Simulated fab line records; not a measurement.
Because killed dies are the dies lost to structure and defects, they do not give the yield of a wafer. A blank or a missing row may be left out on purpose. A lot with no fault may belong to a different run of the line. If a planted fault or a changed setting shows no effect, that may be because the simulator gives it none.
fab line records	flow sky130
record: lots: 10	wafers: 30	last-day: 50
route steps=708 shown LOCAL_INTERCONNECT@402 CONTACT@430 METAL1@434 PAD_OPEN@708
lots that met no fault: from a run of the same line without faults
start-h: hours from the record's opening day to when the first of the lot's shown wafers began	wait-h: time in hours since the lot's previous step	" same as the row above	L1.1+2: a row that stands for several wafers	- no value, or no start was given	* or withheld: withheld	< > ~ a bound
route shown NAME@n: names a module that has steps shown in the file, with the first one's number in the route	usual: mean and standard deviation over wafers with no fault	same: alike in all rows	chamber/n: place in a boat	sites: the reading at each site	_std_site: how widely they spread, as a standard deviation	_edge_site: outer sites' mean less inner sites'	radius-mm: for every site, how far away it sits from the centre of the wafer	mask NAME#n: copy n	behind: the last tool/chamber to shape the wafer	hold: the reason the lot was held/the length of the hold in hours/how it ended	device: the transistor (n, p or np) that didn't switch	end of line: the tests these same wafers got at the end of their route	a step given without rows: its recipe and nothing more	killed: the dies lost at the first sort to structure and to defects; this is not the yield of the wafer	map: dies across one wafer; x = killed, . = not, _ = none there
set.NAME: the setting as run; set.NAME@STEP: as run at that earlier step	model.NAME: the simulator's own value behind a step, which no gauge read
one table for each step of the route and one row for each wafer, over a sample of lots
services: the hour from which a tool's chamber was out of use, counted from the record's first day as start-h (under 0 if before that day), plus the number of hours and why
== steps ==
step: SKY_LOCAL_INTERCONNECT_STRIP_15
recipe: chemistry: O2/N2	power-w: 1400	pressure-mtorr: 1500	platen-temp-c: withheld	o2-flow-sccm: 3000	n2-flow-sccm: 300	overash-fraction: 0.5
usual: drypump-motor-current-A: 5.8/0.55	o2-flow-sccm: 3000/9.6	oes-product-au: 0.426/0.0045	strip-time-to-endpoint-s: 4.710/0.022
lot.wafer	tool	chamber	start-h	wait-h	drypump-motor-current-A	o2-flow-sccm	oes-product-au	rf-hours-counter-h	strip-time-to-endpoint-s
L100.2	plasma-asher-02	0	720.42	0.0	5.6	2997	0.433	112	4.713
L100.4	"	1	"	"	5.3	3010	0.433	-	4.695
L100.6	"	1	"	"	5.2	2998	0.435	-	4.723
L101.1	plasma-asher-04	0	720.77	0.0	6.0	2990	0.427	58	4.722
L101.3	"	1	"	"	6.5	3000	0.427	-	4.716
L101.4	"	0	"	"	6.0	2992	0.423	-	4.695
L102.2	plasma-asher-04	1	726.15	0.0	6.5	3000	0.420	58	4.737
L102.3	"	1	"	"	6.5	3002	0.427	-	4.716
L102.4	"	0	"	"	6.0	3010	0.425	-	4.704
L104.1	plasma-asher-03	0	747.07	0.0	4.7	3019	0.422	31	4.688
L104.5	"	1	"	"	5.9	2993	0.423	-	4.692
L104.6	"	0	"	"	4.7	3011	0.421	-	4.715
L113.1	plasma-asher-04	0	802.11	0.1	6.0	3002	0.426	66	4.739
L113.2	"	1	"	"	6.5	2985	0.434	66	4.722
L113.4	"	0	"	"	6.0	3009	0.428	-	4.744
L112.4	plasma-asher-02	0	802.40	0.1	5.7	3010	0.429	-	4.707
L112.5	"	0	"	"	5.6	3016	0.427	-	4.741
L112.6	"	1	"	"	5.3	2993	0.430	-	4.702
L114.1	plasma-asher-02	1	805.27	0.0	5.2	2995	0.421	6	4.677
L114.5	"	1	"	"	5.2	3002	0.423	-	4.674
L114.6	"	0	"	"	5.6	2990	0.424	-	4.675
L115.1	plasma-asher-03	1	810.32	0.0	5.8	3009	0.416	36	4.679
L115.4	"	1	"	"	5.9	3005	0.418	-	4.674
L115.5	"	1	"	"	5.9	2997	0.416	-	4.730
L116.1	plasma-asher-02	0	822.43	0.1	5.7	2989	0.429	8	4.709
L116.4	"	0	"	"	5.6	2986	0.425	-	4.712
L116.5	"	0	"	"	5.6	2973	0.426	-	4.708
L122.2	plasma-asher-02	0	873.87	0.0	5.6	3005	0.418	13	4.716
L122.3	"	0	"	"	5.6	2993	0.421	-	4.720
L122.6	"	1	"	"	5.3	3009	0.424	-	4.715
step: SKY_CONTACT_CVD_24
recipe: material: W	target-thk-nm: 340	time-s: 102.12	temp-c: 400	pressure-torr: 40
usual: heater-power-w: 865/60
lot.wafer	tool	chamber	start-h	wait-h	heater-power-w
L100.2	cvd-w-02	0	750.24	0.0	881
L100.4	"	1	"	"	922
L100.6	"	1	"	"	917
L101.1	cvd-w-02	1	750.92	0.0	943
L101.3	"	0	"	"	884
L101.4	"	1	"	"	914
L102.2	cvd-w-02	0	755.48	0.0	877
L102.3	"	0	"	"	901
L102.4	"	1	"	"	920
L104.1	cvd-w-02	1	775.92	0.0	925
L104.5	"	1	"	"	935
L104.6	"	0	"	"	893
L113.1	cvd-w-01	1	829.87	0.0	856
L113.2	"	0	"	"	749
L113.4	"	0	"	"	763
L112.4	cvd-w-02	1	830.63	0.1	920
L112.5	"	1	"	"	945
L112.6	"	1	"	"	928
L114.1	cvd-w-01	0	832.84	0.0	792
L114.5	"	0	"	"	779
L114.6	"	1	"	"	836
L115.1	cvd-w-02	1	837.79	0.0	954
L115.4	"	1	"	"	911
L115.5	"	1	"	"	935
L116.1	cvd-w-02	0	850.02	0.0	896
L116.4	"	1	"	"	932
L116.5	"	1	"	"	900
L122.2	cvd-w-01	0	901.03	0.0	791
L122.3	"	1	"	"	862
L122.6	"	1	"	"	834
step: SKY_CONTACT_RS_MEAS_25
recipe: thk-meas-gauge: four-point-probe	reads: W_of_CONTACT_CVD_24+TiN_of_CONTACT_SPUTTER_23
usual: CONTACT_W_RS: 0.337/0.0043
lot.wafer	tool	chamber	start-h	wait-h	hold	CONTACT_W_RS[ohm/sq]
L100.2	film-metro-03	-	750.37	0.1	-	0.335
L100.4	"	-	"	"	-	0.339
L100.6	"	-	"	"	-	0.342
L101.1	film-metro-04	-	751.03	0.1	-	0.336
L101.3	"	-	"	"	-	0.332
L101.4	"	-	"	"	-	0.335
L102.2	film-metro-04	-	755.61	0.1	-	0.336
L102.3	"	-	"	"	-	0.333
L102.4	"	-	"	"	-	0.343
L104.1	film-metro-02	-	776.03	0.1	-	0.340
L104.5	"	-	"	"	-	0.337
L104.6	"	-	"	"	-	0.333
L113.1	film-metro-03	-	829.98	0.1	-	0.337
L113.2	"	-	"	"	-	0.343
L113.4	"	-	"	"	-	0.336
L112.4	film-metro-03	-	830.80	0.1	await-dispo/0.2h/release	0.282
L112.5	"	-	"	"	await-dispo/0.2h/release	0.283
L112.6	"	-	"	"	await-dispo/0.2h/release	0.281
L112.4	film-metro-03	-	831.09	0.3	-	0.283
L112.5	"	-	"	"	-	0.283
L112.6	"	-	"	"	-	0.281
L114.1	film-metro-03	-	832.95	0.1	-	0.335
L114.5	"	-	"	"	-	0.331
L114.6	"	-	"	"	-	0.332
L115.1	film-metro-04	-	837.90	0.1	await-dispo/0.2h/release	0.280
L115.4	"	-	"	"	await-dispo/0.2h/release	0.280
L115.5	"	-	"	"	await-dispo/0.2h/release	0.279
L115.1	film-metro-04	-	838.19	0.3	-	0.281
L115.4	"	-	"	"	-	0.280
L115.5	"	-	"	"	-	0.279
L116.1	film-metro-04	-	850.13	0.1	await-dispo/0.2h/release	0.331
L116.4	"	-	"	"	await-dispo/0.2h/release	0.279
L116.5	"	-	"	"	await-dispo/0.2h/release	0.281
L116.1	film-metro-04	-	850.42	0.3	-	0.331
L116.4	"	-	"	"	-	0.279
L116.5	"	-	"	"	-	0.281
L122.2	film-metro-04	-	901.16	0.1	-	0.338
L122.3	"	-	"	"	-	0.333
L122.6	"	-	"	"	-	0.336
step: SKY_CONTACT_THK_MEAS_26
recipe: thk-meas-gauge: xrf	reads: W_of_CONTACT_CVD_24
usual: CONTACT_W_THK: 335/4.7
lot.wafer	tool	chamber	start-h	wait-h	hold	CONTACT_W_THK[nm]
L100.2	film-metro-03	-	750.48	0.1	-	342
L100.4	"	-	"	"	-	339
L100.6	"	-	"	"	-	335
L101.1	film-metro-04	-	751.15	0.1	-	334
L101.3	"	-	"	"	-	338
L101.4	"	-	"	"	-	333
L102.2	film-metro-04	-	755.72	0.1	-	333
L102.3	"	-	"	"	-	338
L102.4	"	-	"	"	-	328
L104.1	film-metro-02	-	776.15	0.1	-	333
L104.5	"	-	"	"	-	337
L104.6	"	-	"	"	-	340
L113.1	film-metro-03	-	830.10	0.1	-	336
L113.2	"	-	"	"	-	331
L113.4	"	-	"	"	-	336
L114.1	film-metro-03	-	833.07	0.1	-	339
L114.5	"	-	"	"	-	341
L114.6	"	-	"	"	-	342
L112.4	film-metro-03	-	833.27	2.2	await-dispo/0.2h/release	398
L112.5	"	-	"	"	await-dispo/0.2h/release	396
L112.6	"	-	"	"	await-dispo/0.2h/release	398
L112.4	film-metro-03	-	833.50	0.2	-	399
L112.5	"	-	"	"	-	400
L112.6	"	-	"	"	-	403
L115.1	film-metro-02	-	840.32	2.1	await-dispo/0.2h/release	402
L115.4	"	-	"	"	await-dispo/0.2h/release	399
L115.5	"	-	"	"	await-dispo/0.2h/release	404
L115.1	film-metro-02	-	840.61	0.3	-	401
L115.4	"	-	"	"	-	400
L115.5	"	-	"	"	-	405
L116.1	film-metro-04	-	854.26	3.8	await-dispo/0.2h/release	343
L116.4	"	-	"	"	await-dispo/0.2h/release	408
L116.5	"	-	"	"	await-dispo/0.2h/release	399
L116.1	film-metro-04	-	854.49	0.2	-	341
L116.4	"	-	"	"	-	402
L116.5	"	-	"	"	-	401
L122.2	film-metro-04	-	901.27	0.1	-	332
L122.3	"	-	"	"	-	333
L122.6	"	-	"	"	-	332
step: SKY_CONTACT_CMP_27
recipe: stop-on: SiO2	t-overpolish-s: 15	down-force-psi: 3.5	platen-rpm: 60	target-thk-nm: 0	pad-velocity-m-s: 0.94248
usual: motor-current-A: 11.1/1.4	slurry-flow-ml-min: 150.1/0.52	time-to-endpoint-s: 84/3.5
lot.wafer	tool	chamber	start-h	wait-h	hold	motor-current-A	slurry-flow-ml-min	time-to-endpoint-s
L100.2	cmp-01	3	750.76	0.3	-	11.8	150.0	86
L100.4	"	0	"	"	-	13.6	151.6	80
L100.6	"	3	"	"	-	11.8	149.4	86
L101.3	cmp-01	1	751.36	0.2	-	9.1	150.3	89
L101.4	"	2	"	"	-	10.7	149.8	88
L101.1	"	0	"	"	-	14.6	150.9	81
L102.2	cmp-01	2	755.82	0.1	-	10.4	150.7	88
L102.4	"	3	"	"	-	11.6	149.3	85
L102.3	"	0	"	"	-	13.8	149.2	84
L104.1	cmp-01	3	776.36	0.2	-	11.2	150.0	88
L104.5	"	0	"	"	-	13.6	149.8	82
L104.6	"	1	"	"	-	9.1	150.1	90
L113.1	cmp-02	0	830.16	0.1	-	11.7	150.5	81
L113.4	"	2	"	"	-	10.7	149.8	85
L113.2	"	3	"	"	-	10.1	149.8	82
L114.1	cmp-01	0	833.28	0.2	-	14.7	149.6	81
L114.6	"	1	"	"	-	9.9	150.2	88
L114.5	"	2	"	"	-	10.7	150.0	89
L112.4	cmp-01	3	836.33	2.8	await-dispo/2.8h/release	11.3	149.5	100
L112.6	"	3	"	"	await-dispo/2.8h/release	11.1	149.9	102
L112.5	"	0	"	"	await-dispo/2.8h/release	14.0	150.9	95
L115.4	cmp-01	2	844.46	3.8	await-dispo/3.4h/release	10.9	149.1	98
L115.1	"	3	"	"	await-dispo/3.4h/release	11.7	150.0	94
L115.5	"	1	"	"	await-dispo/3.4h/release	9.7	150.1	97
L116.1	cmp-02	0	856.09	1.6	await-dispo/1.5h/release	11.9	149.9	84
L116.4	"	1	"	"	await-dispo/1.5h/release	10.0	150.2	107
L116.5	"	1	"	"	await-dispo/1.5h/release	10.2	151.0	104
L122.3	cmp-01	0	901.37	0.1	-	14.3	150.0	81
L122.2	"	1	"	"	-	9.6	150.6	83
L122.6	"	0	"	"	-	14.1	150.2	80
step: SKY_METAL1_SPUTTER_00
recipe: material: Ti	target-thk-nm: 15	power-w: 3000	time-s: 10	chamber-pressure-pa: 0.4
usual: throttle-valve-pct: 29.8/1.3
lot.wafer	tool	chamber	start-h	wait-h	throttle-valve-pct
L100.2	pvd-sputter-04	-	751.06	0.2	30.6
L100.4	"	-	"	"	30.6
L100.6	"	-	"	"	31.0
L101.1	pvd-sputter-03	-	751.66	0.1	30.2
L101.3	"	-	"	"	27.4
L101.4	"	-	"	"	29.5
L102.2	pvd-sputter-03	-	756.07	0.2	28.5
L102.3	"	-	"	"	29.8
L102.4	"	-	"	"	27.4
L104.1	pvd-sputter-01	-	776.51	0.1	30.1
L104.5	"	-	"	"	30.3
L104.6	"	-	"	"	30.3
L113.1	pvd-sputter-01	-	830.46	0.2	30.5
L113.2	"	-	"	"	31.3
L113.4	"	-	"	"	30.3
L114.1	pvd-sputter-04	-	833.43	0.1	30.9
L114.5	"	-	"	"	30.8
L114.6	"	-	"	"	31.2
L112.4	pvd-sputter-03	-	836.63	0.2	28.5
L112.5	"	-	"	"	30.4
L112.6	"	-	"	"	29.6
L115.1	pvd-sputter-01	-	844.66	0.1	30.3
L115.4	"	-	"	"	31.4
L115.5	"	-	"	"	30.3
L116.1	pvd-sputter-03	-	856.39	0.2	29.7
L116.4	"	-	"	"	28.8
L116.5	"	-	"	"	28.5
L122.2	pvd-sputter-01	-	901.62	0.1	31.2
L122.3	"	-	"	"	30.1
L122.6	"	-	"	"	31.3
step: SKY_METAL1_CD_MEAS_15
recipe: target-cd-nm: 140
usual: cd-nm: 140.0/1.6
lot.wafer	tool	chamber	start-h	wait-h	cd-nm
L100.2	cd-sem-01	-	777.72	-	135.8
L100.4	"	-	"	"	136.3
L100.6	"	-	"	"	137.2
L101.1	cd-sem-01	-	778.35	-	139.6
L101.3	"	-	"	"	140.8
L101.4	"	-	"	"	140.0
L102.2	cd-sem-02	-	782.12	-	141.7
L102.3	"	-	"	"	141.4
L102.4	"	-	"	"	139.8
L104.1	cd-sem-02	-	803.65	-	139.1
L104.5	"	-	"	"	139.3
L104.6	"	-	"	"	141.1
L113.1	cd-sem-01	-	855.90	-	139.7
L113.2	"	-	"	"	140.8
L113.4	"	-	"	"	139.9
L112.4	cd-sem-01	-	857.44	-	140.4
L112.5	"	-	"	"	140.3
L112.6	"	-	"	"	140.4
L114.1	cd-sem-02	-	859.40	-	140.6
L114.5	"	-	"	"	142.5
L114.6	"	-	"	"	140.8
L115.1	cd-sem-01	-	865.43	-	141.0
L115.4	"	-	"	"	141.2
L115.5	"	-	"	"	139.0
L116.1	cd-sem-01	-	876.70	-	142.7
L116.4	"	-	"	"	141.7
L116.5	"	-	"	"	142.0
L122.2	cd-sem-01	-	926.94	-	139.3
L122.3	"	-	"	"	140.3
L122.6	"	-	"	"	138.9
step: SKY_PAD_OPEN_PROBE_99
usual: killed_at_M0_to_M3: 43/6.5	killed_at_M4_up: 3.3/2	killed-at-contacts: 24/5.2	killed-at-front-end: 16/4.2	killed-at-other: 0.3/0.6	killed-dies: 87/9.3	killed-open: 47/7.8	killed-short: 39/6.2
same: gross-dies: 492	killed-at-back-side: 0
lot.wafer	tool	chamber	start-h	wait-h	killed_at_M0_to_M3	killed_at_M4_up	killed-at-contacts	killed-at-front-end	killed-at-other	killed-dies	killed-open	killed-short
L113.1	prober-01	-	1144.40	0.1	38	2	29	23	1	93	50	43
L113.2	prober-01	-	1144.45	0.1	46	3	33	20	0	102	69	33
L113.4	prober-01	-	1144.55	0.2	48	1	31	15	1	96	51	45
killed by level:class
L113.1 VIA1:geometric-particle:open=9 CONTACT:geometric-particle:open=9 VIA2:geometric-particle:open=8 VIA3:geometric-particle:open=8 FIELD_ISO:geometric-particle:open=7 CONTACT:geometric-particle:short=7 LI_CONTACT:geometric-particle:open=6 LOCAL_INTERCONNECT:geometric-particle:short=6
L113.2 VIA1:geometric-particle:open=16 CONTACT:geometric-particle:open=13 LI_CONTACT:geometric-particle:open=10 POLY_GATE:geometric-particle:open=7 FIELD_ISO:geometric-particle:short=6 VIA3:geometric-particle:open=6 VIA2:geometric-particle:open=6 CONTACT:geometric-particle:short=5
L113.4 VIA1:geometric-particle:open=12 CONTACT:geometric-particle:open=10 LI_CONTACT:geometric-particle:open=9 VIA2:geometric-particle:open=7 CONTACT:geometric-particle:short=6 VIA1:geometric-particle:short=6 METAL2:geometric-particle:short=6 VIA2:geometric-particle:short=5
== services ==
tool	chamber	start-h	hours	kind
plasma-asher-02	-	697.77	1.1	repair
pvd-sputter-03	-	732.99	1.2	repair
plasma-asher-02	-	733.75	9.0	pm
pvd-sputter-01	-	734.27	2.1	repair
cmp-02	-	742.35	1.7	repair
cmp-01	-	743.97	1.0	repair
cmp-02	-	744.89	2.7	repair
plasma-asher-04	-	746.30	7.0	repair
cmp-02	-	747.62	14.4	pm
cmp-02	-	762.07	4.0	pm
cvd-w-01	-	770.46	1.0	repair
cmp-01	-	770.88	1.5	repair
pvd-sputter-01	-	781.32	3.5	repair
pvd-sputter-03	-	784.83	2.7	repair
plasma-asher-03	-	790.63	4.8	repair
cvd-w-02	-	801.28	1.2	repair
pvd-sputter-04	-	811.55	4.1	repair
cmp-02	-	815.71	1.3	repair
pvd-sputter-01	-	818.41	4.4	repair
plasma-asher-04	-	821.47	3.0	repair
cvd-w-02	0	829.83	5.5	repair
cmp-01	-	841.60	0.8	repair
pvd-sputter-01	-	896.56	1.6	repair
plasma-asher-04	-	901.03	2.8	repair
== key ==
first-sign: step: SKY_CONTACT_RS_MEAS_25	reading: visit	direction: added
effect: step: SKY_CONTACT_RS_MEAS_25	reading: CONTACT_W_RS	direction: down	sigmas: 13	usual: 0.337	struck: 0.281
effect: step: SKY_CONTACT_THK_MEAS_26	reading: visit	direction: added
effect: step: SKY_CONTACT_THK_MEAS_26	reading: CONTACT_W_THK	direction: up	sigmas: 14	usual: 335	struck: 400
effect: step: SKY_CONTACT_CMP_27	reading: time-to-endpoint-s	direction: up	sigmas: 4.3	usual: *	struck: *
met-at SKY_CONTACT_CVD_24
struck-lots L112,L115,L116
struck-wafers L112.4,L112.5,L112.6,L115.1,L115.4,L115.5,L116.4,L116.5
tester-left-out L112,L115,L116
not-acting-at SKY_LOCAL_INTERCONNECT_STRIP_15,SKY_METAL1_SPUTTER_00,SKY_METAL1_CD_MEAS_15
onset-between 775.92 830.63
fault: kind: process-parameter-drift	tool: cvd-w-02	chamber: 1	onset-h: 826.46	steps: SKY_CONTACT_CVD_24	channel: target-thk-nm	offset: 68.813	shape: step	end-h: 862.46	acts-in: these-recipes-only	stated: 340
tester-left-out: of these lots the tester's yield and bins aren't shown, on N5 and GAA mostly nor the transistor test; their killed dies are dies lost to structure and defects alone, not to doping, threshold or leakage, so they don't give the yield
